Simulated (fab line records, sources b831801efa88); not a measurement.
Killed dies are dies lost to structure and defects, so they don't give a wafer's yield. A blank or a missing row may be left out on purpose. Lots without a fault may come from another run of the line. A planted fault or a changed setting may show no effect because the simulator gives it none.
Chamber matching | flow gf180mcu | GF_V5_CVD_02 on pecvd-02: 3 sister chambers
The step deposits SiO2 from TEOS, target thk 1450 nm, time 163.28 s. 33 wafers are shown with their chamber, then 12 later ones without.

WAFERS WITH THEIR CHAMBER
wafer  | chamber | heater_power_w (W)
L076.1 | 1       | 646
L076.2 | 2       | 523
L076.5 | 1       | 754
L078.2 | 2       | 556
L078.5 | 2       | 460
L078.6 | 0       | 749
L079.2 | 2       | 481
L079.3 | 1       | 742
L079.5 | 0       | 738
L081.1 | 0       | 675
L081.2 | 2       | 572
L081.3 | 1       | 763
L081.4 | 0       | 727
L081.5 | 1       | 608
L081.6 | 2       | 464
L082.1 | 0       | 680
L082.3 | 2       | 529
L082.4 | 1       | 752
L083.3 | 2       | 558
L083.4 | 0       | 596
L083.6 | 2       | 465
L086.2 | 2       | 566
L086.3 | 0       | 739
L086.4 | 0       | 621
L087.1 | 0       | 728
L087.2 | 2       | 510
L087.3 | 1       | 706
L087.4 | 0       | 615
L087.5 | 2       | 562
L087.6 | 1       | 765
L088.2 | 1       | 651
L088.3 | 0       | 739
L088.6 | 1       | 728

SIGNATURES (means of the wafers above)
reading        | chamber 0 | chamber 1 | chamber 2 | scatter within a chamber
heater_power_w | 691.55    | 711.50    | 520.50    | 52.5
Rule: a wafer's distance from a chamber is the root of the sum, over the readings, of the square of ((its reading less the chamber's mean) divided by the reading's scatter). The wafer belongs to the nearest chamber; if the next one is less than 2 further off, it can't be placed. The scatter: the root of (the sum of the squares of (reading less its chamber's mean) over the shown wafers, divided by (wafers less chambers)).

WAFERS WITHOUT THEIR CHAMBER
wafer  | heater_power_w (W)
L090.1 | 751
L090.2 | 741
L090.3 | 578
L091.2 | 553
L091.5 | 580
L091.6 | 742
L096.1 | 753
L096.2 | 562
L096.3 | 728
L096.4 | 465
L096.5 | 615
L096.6 | 603

WHICH CHAMBER EACH WENT THROUGH
wafer  | from the rows above          | in truth
L090.1 | can't be placed: 1 or 0      | 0
L090.2 | can't be placed: 1 or 0      | 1
L090.3 | can't be placed: 2 or 0 or 1 | 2
L091.2 | 2                            | 2
L091.5 | can't be placed: 2 or 0 or 1 | 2
L091.6 | can't be placed: 1 or 0      | 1
L096.1 | can't be placed: 1 or 0      | 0
L096.2 | can't be placed: 2 or 0      | 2
L096.3 | can't be placed: 1 or 0      | 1
L096.4 | 2                            | 2
L096.5 | can't be placed: 0 or 2 or 1 | 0
L096.6 | can't be placed: 2 or 0 or 1 | 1
Placed correctly: 2 of 12. Can't be placed from these rows: 10 (the true chamber is among the candidates in 10). Placed wrongly: 0.
